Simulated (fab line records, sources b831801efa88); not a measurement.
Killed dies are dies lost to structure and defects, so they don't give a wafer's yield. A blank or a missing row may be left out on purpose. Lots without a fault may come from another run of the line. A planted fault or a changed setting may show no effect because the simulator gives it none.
Chamber matching | flow sfq_line | SFQ_TRILAYER_I7_VIA_ETCH_VIA_ETCH_190 on rie_diel-03: 4 sister chambers
The step etches SiO2 in CHF3, stops on Nb, target depth 260 nm. 4 wafers are shown with their chamber, then 6 later ones without.

WAFERS WITH THEIR CHAMBER
wafer  | chamber | drypump_motor_current_A (A)
L190.4 | 2       | 6.4
L193.2 | 3       | 5.0
L194.1 | 1       | 5.6
L194.3 | 0       | 6.4

WAFERS WITHOUT THEIR CHAMBER
wafer  | drypump_motor_current_A (A)
L194.5 | 5.6
L196.1 | 5.0
L199.1 | 6.5
L205.2 | 5.0
L205.4 | 5.6
L205.5 | 5.0

WHICH CHAMBER EACH WENT THROUGH
wafer  | from the rows above     | in truth
L194.5 | 1                       | 1
L196.1 | 3                       | 3
L199.1 | can't be placed: 0 or 2 | 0
L205.2 | 3                       | 3
L205.4 | 1                       | 1
L205.5 | 3                       | 3
Placed correctly: 5 of 6. Can't be placed from these rows: 1 (the true chamber is among the candidates in 1). Placed wrongly: 0.
How it was worked out, from the rows above alone: a wafer's distance from a chamber is the root of the sum, over the readings, of the square of ((its reading less the chamber's mean) divided by the reading's scatter). The wafer belongs to the nearest chamber; if the next one is less than 2 further off, it can't be placed. A chamber's mean is the mean of its shown wafers. The scatter: with one shown wafer a chamber, the root of the mean of the squares of how far each hidden wafer lies from its nearest shown one.
